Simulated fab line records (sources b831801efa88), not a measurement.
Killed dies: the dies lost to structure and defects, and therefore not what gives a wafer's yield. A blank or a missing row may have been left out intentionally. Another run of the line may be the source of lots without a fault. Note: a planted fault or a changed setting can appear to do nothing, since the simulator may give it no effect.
A struck lot beside a sound one | flow sky130 | 21 out of 708 route steps
Sound: wafers L335.1, L335.4, L335.5. Wafers L344.1, L344.3, L344.4 were the ones struck. The cause is named last.
For every step that has rows: the tool of each side, followed by ch and its chambers, followed by its first start. Under that, the readings that differ: sound wafers | struck wafers | difference of the means | sigmas: that difference in standard deviations of wafers without a fault.
alike: a reading whose means differ by less than 2 such deviations, as well as words and numbers matching on both sides. not compared: withheld readings; readings where some wafer has no value; bounds like >300 that might hide an equal value; numbers whose values overlap and for which the record gives no deviation.
Wherever a step has rows on one side only, a row that says differs or no value, or a row with sigmas, the two part there. Numbers that have no deviation but don't overlap get no sigmas and don't part them. A reading that every wafer of one side lacks parts them only if that side has two wafers or more.

first, 1 step without rows for these wafers: SKY_RES_XHIGH_IMPLANT_07.
SKY_RES_XHIGH_STRIP_08: strips in O2/N2.
  sound on plasma asher-04 ch 0,1, day 27 18:29; struck on plasma asher-04 ch 0,1, day 31 13:11
  alike: drypump motor current A, oes product au, strip time to endpoint s
  not compared: rf hours counter h
SKY_RES_XHIGH_TW_MEAS_09:
  sound on film metro-04 at day 27 18:35; struck on film metro-04 at day 31 13:17
  alike: RES_XHIGH_TW
then, 7 steps without rows for these wafers: SKY_SD_N_DEHYDRATE_00 (time 60 s); SKY_SD_N_HMDS_01 (prime time 60 s); SKY_SD_N_COAT_02 (resist thk 1140 nm); SKY_SD_N_SOFTBAKE_03 (time 60 s); SKY_SD_N_EXPOSE_04 (exposes mask NSDM, target cd 380 nm); SKY_SD_N_PEB_05; SKY_SD_N_DEVELOP_06 (develop time 60 s).
SKY_SD_N_CD_MEAS_07 targets a cd of 380 nm.
  sound on cd sem-02 at day 28 23:02; struck on cd sem-02 at day 32 16:49
  alike: cd nm
SKY_SD_N_OVL_MEAS_08:
  sound on overlay-02 at day 28 23:09; struck on overlay-02 at day 32 16:56
  alike: SD_N_OVL
SKY_SD_N_IMPLANT_09:
  sound on implanter-03 ch 0, day 28 23:11; struck on implanter-01 ch 0, day 32 16:59
  reading                          | sound                      | struck                     | difference | sigmas
  dose ions cm2                    | 3.984e+15 4e+15 3.996e+15  | 3e+15 3.004e+15 3e+15      | -1e+15     | -99 or more
  end station pressure torr (Torr) | 1.11e-05 1.14e-05 1.13e-05 | 1.75e-05 1.58e-05 1.62e-05 | +5.23e-06  | +3
then, 1 step without rows for these wafers: SKY_SD_N_IMPLANT_10.
SKY_SD_N_STRIP_11: strips in O2/N2.
  sound on plasma asher-01 ch 0,1, day 28 23:29; struck on plasma asher-01 ch 0,1, day 32 17:17
  reading                      | sound             | struck            | difference | sigmas
  strip time to endpoint s (s) | 22.58 22.61 22.59 | 21.59 21.58 21.63 | -0.99      | -27
  alike: drypump motor current A, oes product au
  not compared: rf hours counter h
SKY_SD_N_TW_MEAS_12:
  sound on film metro-04 at day 28 23:35; struck on film metro-03 at day 32 17:23
  reading | sound          | struck         | difference | sigmas
  SD_N_TW | 3878 3866 3880 | 4042 4051 4031 | +167       | +3
then, 1 step without rows for these wafers: SKY_SD_N_CLEAN_13 (cleans in SC1/SC2, time 150 s).
SKY_SD_N_RTA_14: time 2 s.
  sound on rtp anneal-01 ch 0, day 28 23:42; struck on rtp anneal-02 ch 0, day 32 17:29
  alike: chamber o2 ppm, lamp power pct, wafer_temp_C_max
SKY_SD_N_RS_MEAS_16: the measuring method here is four-point-probe.
  sound on film metro-03 at day 28 23:52; struck on film metro-01 at day 32 17:40
  reading          | sound             | struck            | difference | sigmas
  SD_N_RS (ohm/sq) | 68.55 68.53 68.42 | 71.19 71.34 71.04 | +2.69      | +27
SKY_SD_N_RS_MEAS_17: the measuring method here is four-point-probe.
  sound on film metro-03 at day 28 23:59; struck on film metro-01 at day 32 17:47
  alike: SD_P_RS
-- a jump in the record: the struck wafers' starts before and after are 16 days apart (it breaks off in module SD_N and resumes in module PAD_OPEN, where the first step shown is number 708 of the route) --
SKY_PAD_OPEN_PROBE_99:
  sound on prober-01 at day 46 15:55; struck on prober-02 at day 49 05:04
  reading                            | sound             | struck            | difference | sigmas
  model.etest.res ndiff.line ohm um  | 784.7 782 780.6   | 801.4 816 803.4   | +24.5      |
  model.etest.licon ndiff.rc ohm     | 174.2 177.7 174.7 | 178.3 189.1 186.3 | +9.0       |
  model.etest.res ndiff hv.rs ohm sq | 117 116.2 115.9   | 120.6 121.8 119.8 | +4.4       |
  model.etest.res ndiff.rs ohm sq    | 122.9 122.7 122.7 | 125.4 126.4 124.3 | +2.6       |
  alike: killed_at_M0_to_M3, killed_at_M4_up, killed at contacts, killed at front end, killed at other, killed dies, killed open, killed short
  not compared: model.etest.sonos uncharged.r on ohm um

WHERE THEY PART
Last at SKY_SD_N_RS_MEAS_16 as far as this record goes, first at SKY_SD_N_IMPLANT_09. Later steps at which nothing parts them and some readings are alike: SKY_SD_N_RS_MEAS_17, SKY_PAD_OPEN_PROBE_99.

WHY: whatever the simulator had introduced
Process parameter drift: implanter-01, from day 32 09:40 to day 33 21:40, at SKY_SD_N_IMPLANT_09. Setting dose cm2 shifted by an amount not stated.
